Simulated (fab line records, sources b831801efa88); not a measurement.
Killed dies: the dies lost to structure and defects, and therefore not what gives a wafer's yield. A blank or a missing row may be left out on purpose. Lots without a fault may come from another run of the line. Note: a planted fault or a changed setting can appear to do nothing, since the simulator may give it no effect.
Which tool is to blame? -- flow gf180mcu -- 33 wafers from 11 lots sampled at 6 of the route's 602 steps

== WHAT THE GAUGES READ, wafer by wafer ==
GF_V4_THK_MEAS_01. Usual: V4_CVD_00_THK gives 600 nm (standard deviation 7.6).
lot,measured,on,V4_CVD_00_THK (nm),flag
L685,day 23 18:44,filmMetro-01,587 581 584,
L686,day 23 22:28,filmMetro-03,603 584 591,
L690,day 25 03:23,filmMetro-01,605 597 597,
L691,day 25 19:08,filmMetro-04,598 606 598,
L692,day 26 03:10,filmMetro-03,596 599 597,
L693,day 26 11:25,filmMetro-03,589 606 609,
L696,day 27 11:02,filmMetro-04,607 589 599,
L703,day 29 06:44,filmMetro-04,604 606 605,
L704,day 29 16:34,filmMetro-04,601 598 589,
L705,day 29 16:55,filmMetro-04,598 594 593,
L707,day 30 10:02,filmMetro-04,594 595 592,

GF_MIM_RS_MEAS_10: uses a four-point probe to measure. Usual: MIM_ALCU_RS gives 0.1601 ohm/sq (standard deviation 0.0023).
lot,measured,on,MIM_ALCU_RS (ohm/sq),flag
L685,day 24 19:03,filmMetro-04,0.1555 0.1560 0.1563,
L686,day 24 23:14,filmMetro-01,0.1619 0.1588 0.1616,
L690,day 26 02:51,filmMetro-01,0.1626 0.1621 0.1623,
L691,day 26 18:26,filmMetro-01,0.1599 0.1626 0.1585,
L692,day 27 01:57,filmMetro-04,0.1611 0.1621 0.1622,
L693,day 27 10:11,filmMetro-01,0.1623 0.1632 0.1616,
L696,day 28 09:27,filmMetro-01,0.1647 0.1630 0.1816,OFF
L703,day 30 04:17,filmMetro-01,0.1558 0.1570 0.1579,
L704,day 30 13:12,filmMetro-04,0.1623 0.1637 0.1620,
L705,day 30 13:32,filmMetro-04,0.1588 0.1579 0.1614,
L707,day 31 06:44,filmMetro-04,0.1588 0.1587 0.1587,

GF_MIM_THK_MEAS_11: measures by xrf. Usual: MIM_ALCU_THK gives 200 nm (standard deviation 3.1).
lot,measured,on,MIM_ALCU_THK (nm),flag
L685,day 24 19:10,filmMetro-04,207 205 205,
L686,day 24 23:21,filmMetro-01,197 199 198,
L690,day 26 02:56,filmMetro-01,195 196 195,
L691,day 26 18:31,filmMetro-01,199 196 200,
L692,day 27 02:04,filmMetro-04,200 199 199,
L693,day 27 10:17,filmMetro-01,196 196 197,
L696,day 28 09:34,filmMetro-01,196 196 176,OFF
L703,day 30 04:23,filmMetro-01,205 204 203,
L704,day 30 13:19,filmMetro-04,198 196 197,
L705,day 30 13:40,filmMetro-04,202 203 199,
L707,day 31 06:50,filmMetro-04,203 202 202,

== WHAT TOOL EACH LOT RAN ON (gives the tool, then ch and the chambers of the sampled wafers, and finally the start) ==
lot,GF_MIM_SPUTTER_01,GF_MIM_SPUTTER_02,GF_MIM_SPUTTER_08
L685,"pvdSputter-01, day 24 18:44","pvdSputter-01, day 24 18:46","pvdSputter-02, day 24 18:59"
L686,"pvdSputter-04, day 24 22:55","pvdSputter-04, day 24 22:56","pvdSputter-01, day 24 23:10"
L690,"pvdSputter-02, day 26 02:28","pvdSputter-02, day 26 02:30","pvdSputter-01, day 26 02:44"
L691,"pvdSputter-04, day 26 18:04","pvdSputter-04, day 26 18:05","pvdSputter-01, day 26 18:20"
L692,"pvdSputter-01, day 27 01:38","pvdSputter-01, day 27 01:40","pvdSputter-04, day 27 01:53"
L693,"pvdSputter-02, day 27 09:50","pvdSputter-02, day 27 09:52","pvdSputter-04, day 27 10:05"
L696,"pvdSputter-01, day 28 09:07","pvdSputter-01, day 28 09:09","pvdSputter-04, day 28 09:23"
L703,"pvdSputter-04, day 30 03:56","pvdSputter-04, day 30 03:58","pvdSputter-02, day 30 04:11"
L704,"pvdSputter-02, day 30 12:53","pvdSputter-02, day 30 12:55","pvdSputter-01, day 30 13:09"
L705,"pvdSputter-04, day 30 13:11","pvdSputter-04, day 30 13:13","pvdSputter-02, day 30 13:29"
L707,"pvdSputter-01, day 31 06:23","pvdSputter-01, day 31 06:25","pvdSputter-02, day 31 06:38"
- GF_MIM_SPUTTER_01: material TiN, target thk 30 nm, time 25 s.
- GF_MIM_SPUTTER_02: material AlCu, target thk 450 nm, time 23.9 s.
- GF_MIM_SPUTTER_08: material AlCu, target thk 200 nm, time 10.6 s.

== AS READ BY THE TOOLS THEMSELVES (means over the sampled wafers that have a number; for cases with no such wafer, the mark the record gives instead) ==
GF_MIM_SPUTTER_01. Usual: throttleValvePct at 30.6 %, with a standard deviation of 1.1.
lot,tool,throttleValvePct (%),flag
L685,pvdSputter-01,30.2,
L686,pvdSputter-04,30.7,
L690,pvdSputter-02,29.9,
L691,pvdSputter-04,31.1,
L692,pvdSputter-01,30.6,
L693,pvdSputter-02,29.6,
L696,pvdSputter-01,30.7,
L703,pvdSputter-04,30.7,
L704,pvdSputter-02,29.3,
L705,pvdSputter-04,31.5,
L707,pvdSputter-01,29.9,

GF_MIM_SPUTTER_02. Usual: throttleValvePct at 30.6 %, with a standard deviation of 1.1.
lot,tool,throttleValvePct (%),flag
L685,pvdSputter-01,30.3,
L686,pvdSputter-04,30.9,
L690,pvdSputter-02,29.9,
L691,pvdSputter-04,31.2,
L692,pvdSputter-01,30.7,
L693,pvdSputter-02,29.5,
L696,pvdSputter-01,30.7,
L703,pvdSputter-04,30.6,
L704,pvdSputter-02,29.4,
L705,pvdSputter-04,31.6,
L707,pvdSputter-01,30.0,

GF_MIM_SPUTTER_08. Usual: throttleValvePct at 30.5 %, with a standard deviation of 1.
lot,tool,throttleValvePct (%),flag
L685,pvdSputter-02,29.6,
L686,pvdSputter-01,30.6,
L690,pvdSputter-01,30.3,
L691,pvdSputter-01,30.5,
L692,pvdSputter-04,30.8,
L693,pvdSputter-04,30.7,
L696,pvdSputter-04,30.8,
L703,pvdSputter-02,29.6,
L704,pvdSputter-01,30.3,
L705,pvdSputter-02,30.0,
L707,pvdSputter-02,30.2,

== THE ANSWER, worked out from the rows above alone ==
Rule: lot off if the mean of its wafers having a number is beyond 3 standard deviations from the usual mean. Also off: a lot with no number at a reading for which 4 or more lots have one. The other lots that the step has rows for count as sound. The gauges are gone through in route order, then the tools' own readings, and for those a lot's mean is taken as printed above. The first step at which some lot is off is used, and at that step the reading that is off furthest; a lot without a number counts as furthest.
Off: at GF_MIM_RS_MEAS_10 (MIM_ALCU_RS), L696.
If a tool, at a process step before that reading, ran all the lots that are off and no sound lot after the first of them, it fits. Gauges at GF_MIM_RS_MEAS_10: tried the same way as those tools. One fits: GF_MIM_SPUTTER_08 on pvdSputter-04. A fault onset in the window from L693 (day 27 10:05, its last sound lot) to L696 (day 28 09:23, its first lot off) fits.

== WHAT THE SIMULATOR HAD INSERTED ==
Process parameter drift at GF_MIM_SPUTTER_08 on pvdSputter-04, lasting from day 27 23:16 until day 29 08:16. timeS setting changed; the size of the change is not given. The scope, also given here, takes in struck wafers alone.
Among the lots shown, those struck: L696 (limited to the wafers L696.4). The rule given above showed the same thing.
